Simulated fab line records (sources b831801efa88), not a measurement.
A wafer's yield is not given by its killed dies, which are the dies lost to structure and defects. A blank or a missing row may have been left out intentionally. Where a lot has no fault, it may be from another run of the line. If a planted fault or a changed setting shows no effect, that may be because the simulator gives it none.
Which tool was responsible? / flow gf180mcu / 11 lots with 32 wafers sampled at 3 steps, on a route of 602 steps

WHAT THE GAUGES READ, wafer by wafer
GF_CONTACT_CD_MEAS_14: the cd target is 220 nm.
lot=L500; measured=day 16 13:37; on=cd-sem-02; cd-nm (nm)=219.9 219.5 219.3
lot=L502; measured=day 17 03:14; on=cd-sem-02; cd-nm (nm)=221.1 221.5 221.0
lot=L504; measured=day 18 04:06; on=cd-sem-01; cd-nm (nm)=221.3 220.2 220.4
lot=L506; measured=day 18 14:26; on=cd-sem-02; cd-nm (nm)=218.7 218.9 218.7
lot=L508; measured=day 19 08:56; on=cd-sem-02; cd-nm (nm)=223.5 222.7 220.7
lot=L511; measured=day 20 13:16; on=cd-sem-01; cd-nm (nm)=220.9 220.4
lot=L518; measured=day 23 10:49; on=cd-sem-02; cd-nm (nm)=219.6 219.3 220.2
lot=L519; measured=day 23 12:19; on=cd-sem-02; cd-nm (nm)=220.3 220.9 221.1
lot=L521; measured=day 23 23:59; on=cd-sem-01; cd-nm (nm)=219.8 219.3 219.2
lot=L520; measured=day 24 00:54; on=cd-sem-02; cd-nm (nm)=219.5 219.4 219.9
lot=L522; measured=day 24 05:48; on=cd-sem-01; cd-nm (nm)=218.2 218.6 218.3

GF_V1_BOW_MEAS_05.
lot=L500; measured=day 17 15:18; on=film-metro-04; V1_BOW (um)=89 81 78
lot=L502; measured=day 18 05:11; on=film-metro-01; V1_BOW (um)=87 81 88
lot=L504; measured=day 19 07:47; on=film-metro-04; V1_BOW (um)=81 80 72
lot=L506; measured=day 19 17:15; on=film-metro-03; V1_BOW (um)=75 77 79
lot=L508; measured=day 20 12:02; on=film-metro-03; V1_BOW (um)=93 79 79
lot=L511; measured=day 21 15:56; on=film-metro-03; V1_BOW (um)=72 74 - -
lot=L518; measured=day 24 12:01; on=film-metro-01; V1_BOW (um)=73 69 76
lot=L519; measured=day 24 13:08; on=film-metro-04; V1_BOW (um)=84 87 88
lot=L521; measured=day 25 00:19; on=film-metro-03; V1_BOW (um)=95 86 83
lot=L520; measured=day 25 01:38; on=film-metro-04; V1_BOW (um)=97 84 100
lot=L522; measured=day 25 07:06; on=film-metro-03; V1_BOW (um)=79 77 74

WHAT TOOL EACH LOT RAN ON (gives the tool, then ch and the chambers of the sampled wafers, and finally the start)
lot=L500; GF_V1_CMP_04=cmp-02 ch 0,1,3, day 17 14:58
lot=L502; GF_V1_CMP_04=cmp-01 ch 0,1,3, day 18 04:58
lot=L504; GF_V1_CMP_04=cmp-01 ch 0,1, day 19 07:31
lot=L506; GF_V1_CMP_04=cmp-02 ch 0,1,2, day 19 16:55
lot=L508; GF_V1_CMP_04=cmp-02 ch 0,1,2, day 20 11:44
lot=L511; GF_V1_CMP_04=cmp-02 ch 2,3, day 21 15:39
lot=L518; GF_V1_CMP_04=cmp-01 ch 0,1, day 24 11:41
lot=L519; GF_V1_CMP_04=cmp-02 ch 0,2,3, day 24 12:53
lot=L521; GF_V1_CMP_04=cmp-02 ch 0,1,2, day 25 00:03
lot=L520; GF_V1_CMP_04=cmp-01 ch 0,1,2, day 25 01:22
lot=L522; GF_V1_CMP_04=cmp-01 ch 0,2,3, day 25 06:53
- GF_V1_CMP_04: polishes SiO2.

WHAT THE TOOLS THEMSELVES READ (means of the sampled wafers that have a number; where no wafer has one, the mark that the record gives instead)
GF_V1_CMP_04.
lot=L500; tool=cmp-02; motor-current-A (A)=12.3; time-to-endpoint-s (s)=81
lot=L502; tool=cmp-01; motor-current-A (A)=12.0; time-to-endpoint-s (s)=64
lot=L504; tool=cmp-01; motor-current-A (A)=12.6; time-to-endpoint-s (s)=80
lot=L506; tool=cmp-02; motor-current-A (A)=11.8; time-to-endpoint-s (s)=82
lot=L508; tool=cmp-02; motor-current-A (A)=12.3; time-to-endpoint-s (s)=80
lot=L511; tool=cmp-02; motor-current-A (A)=11.9; time-to-endpoint-s (s)=101
lot=L518; tool=cmp-01; motor-current-A (A)=12.7; time-to-endpoint-s (s)=79
lot=L519; tool=cmp-02; motor-current-A (A)=11.8; time-to-endpoint-s (s)=86
lot=L521; tool=cmp-02; motor-current-A (A)=12.3; time-to-endpoint-s (s)=80
lot=L520; tool=cmp-01; motor-current-A (A)=12.5; time-to-endpoint-s (s)=79
lot=L522; tool=cmp-01; motor-current-A (A)=12.1; time-to-endpoint-s (s)=80

THE ANSWER, worked out from the rows above alone
Rule: the lots themselves supply what counts as usual. The widest of any qualifying gaps counts: lots, ordered by their means at a reading, are off when they make up no more than a third of the lots, leave a main group of 4 or more, and stand apart from it by 3 or more times the standard deviation of that group's means. A main group whose means are all the same, to the digits that the tables above print for the reading, isn't used. A lot without any number at a reading at which 4 lots or more have one is off too. Any other lot the step has rows for is counted as sound. Order of review: gauges by route order, followed by the tools' own readings, for which a lot's mean as printed above is used. At the first step where some lot is off, the reading lying furthest off is the one used; lots without a number count as furthest.
No lot is off on any of the readings shown, so nothing can be concluded from this.

WHAT THE SIMULATOR PUT IN
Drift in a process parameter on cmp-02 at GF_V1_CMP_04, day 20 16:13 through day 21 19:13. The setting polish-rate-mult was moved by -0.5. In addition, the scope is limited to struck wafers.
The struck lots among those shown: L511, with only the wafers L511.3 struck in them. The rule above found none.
